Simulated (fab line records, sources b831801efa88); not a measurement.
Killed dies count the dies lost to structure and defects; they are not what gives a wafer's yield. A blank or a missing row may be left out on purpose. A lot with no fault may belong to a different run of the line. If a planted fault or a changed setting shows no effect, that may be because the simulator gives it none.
8D (eight disciplines) problem report, filled in by code :: flow sky130 :: the parts of the form that need people (team, actions taken, sign-off) are left out

1. WHAT IS WRONG
Wafers without a fault read 3.0, standard deviation 1.7; killed_at_M4_up at SKY_PAD_OPEN_PROBE_99 reads a mean of 62.0 on 2 wafers belonging to 2 lots. That is +35 standard deviations from the usual mean.
Seen first at day 48 22:28 on prober-02, wafer L328.6. The record holds 15 wafers of 5 lots with a number at this step. Rule for "out", or "out of limits": more than 4 standard deviations from the usual mean. The other wafers with a number count as sound.

2. WHAT IT IS, AND WHAT IT ISN'T
question: which readings at this step
is: killed_at_M4_up, defect_limited_yield, killed_dies, sort_bin_3_pad_short, sort_bin_5_function, sort_n_pass, sort_yield_pct
is not: killed_at_M0_to_M3, killed_at_contacts, killed_at_other, killed_on_rim, killed_open, killed_short

question: which lots
is: L328, L331
is not: L326, L334, L335

question: which wafers of those lots
is: L328.6, L331.5
is not: L328.4, L328.5, L331.1, L331.2

question: read on which tools
is: prober-01, prober-02
is not: -

question: when
is: from day 48 22:28
is not: up to then (5 sound wafers); but 8 sound wafers of L331, L334, L335 came after

3. SUSPECTS, AND WHAT RULES EACH OUT
Counting: if a tool at a process step up to the reading ran every lot that is out, it stays a suspect. Sound lots after the first of them don't rule it out here, since some wafers of a struck lot are sound.
- pvd_sputter-01 at SKY_VIA4_SPUTTER_17 (material TiN, target thk 20 nm, time 80 s): kept. It ran every lot that is out, first L328 (day 46 07:35).
- rie_metal-01 at SKY_METAL5_DESCUM_14 (chemistry O2, time 11 s): kept. It ran every lot that is out, first L328 (day 47 04:50).
- rie_diel-02 at SKY_PASSIVATION_ETCH_11 (etches the open film in CF4/O2, stops on AlCu, target depth 725 nm, time 161.1 s): kept. It processed each lot that is out (first: L328, day 48 01:58); up to then, its last sound lot is L326 (day 47 17:38).
- rie_diel-02, SKY_PASSIVATION_ETCH_11: wafers that are out in chamber 2, sound lot-mates in chambers 0, 1, 3.
The count leaves pvd_sputter-01 at SKY_VIA4_SPUTTER_17, rie_metal-01 at SKY_METAL5_DESCUM_14, and rie_diel-02 at SKY_PASSIVATION_ETCH_11.

4. THE CAUSE (what the simulator had put in)
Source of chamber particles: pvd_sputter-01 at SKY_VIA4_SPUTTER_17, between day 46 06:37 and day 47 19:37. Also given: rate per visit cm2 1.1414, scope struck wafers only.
Counting left 3 suspects, and this tool is among them.

5. THE EFFECT CHAIN, in route order
Each row: a reading whose mean over the struck wafers that have a number lies more than 3 standard deviations from the usual. Readings are gone through only where the record gives a usual standard deviation; hours: the median, over the lots, of the time from a lot's start at the first step in this table giving one to that lot's start at this step; sigmas: the change measured in usual standard deviations.
hours: 0
step: SKY_PAD_OPEN_PROBE_99
reading: defect_limited_yield
usual: 82.0 %
on struck wafers: 70.3
change: -11.7
sigmas: -6.2

hours: 0
step: SKY_PAD_OPEN_PROBE_99
reading: killed_at_M4_up
usual: 3.0
on struck wafers: 62.0
change: +59.0
sigmas: +35

hours: 0
step: SKY_PAD_OPEN_PROBE_99
reading: killed_dies
usual: 89
on struck wafers: 146
change: +57
sigmas: +5.9

hours: 0
step: SKY_PAD_OPEN_PROBE_99
reading: sort_bin_3_pad_short
usual: 0.9 %
on struck wafers: 4.2
change: +3.3
sigmas: +7.5

hours: 0
step: SKY_PAD_OPEN_PROBE_99
reading: sort_bin_5_function
usual: 10.7 %
on struck wafers: 17.1
change: +6.4
sigmas: +4.6

hours: 0
step: SKY_PAD_OPEN_PROBE_99
reading: sort_n_pass
usual: 403
on struck wafers: 346
change: -57
sigmas: -5.9

hours: 0
step: SKY_PAD_OPEN_PROBE_99
reading: sort_yield_pct
usual: 82.0 %
on struck wafers: 70.3
change: -11.7
sigmas: -6.2
Its process steps:
- SKY_PAD_OPEN_PROBE_99

6. WHAT WOULD HAVE CAUGHT IT SOONER
The fault began at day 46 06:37; the first out-of-limits reading in this record came at day 48 22:28, 64 hours later.
Of the tool readings at SKY_VIA4_SPUTTER_17 for which the record gives a usual standard deviation, none was out on any struck wafer, so an alarm limit of 4 standard deviations on them would not have fired.
The start of SKY_VIA4_SPUTTER_17 on pvd_sputter-01 came by day 48 22:28 for every one of the lots that are out (2). A hold on the tool at that time would have spared none of them.
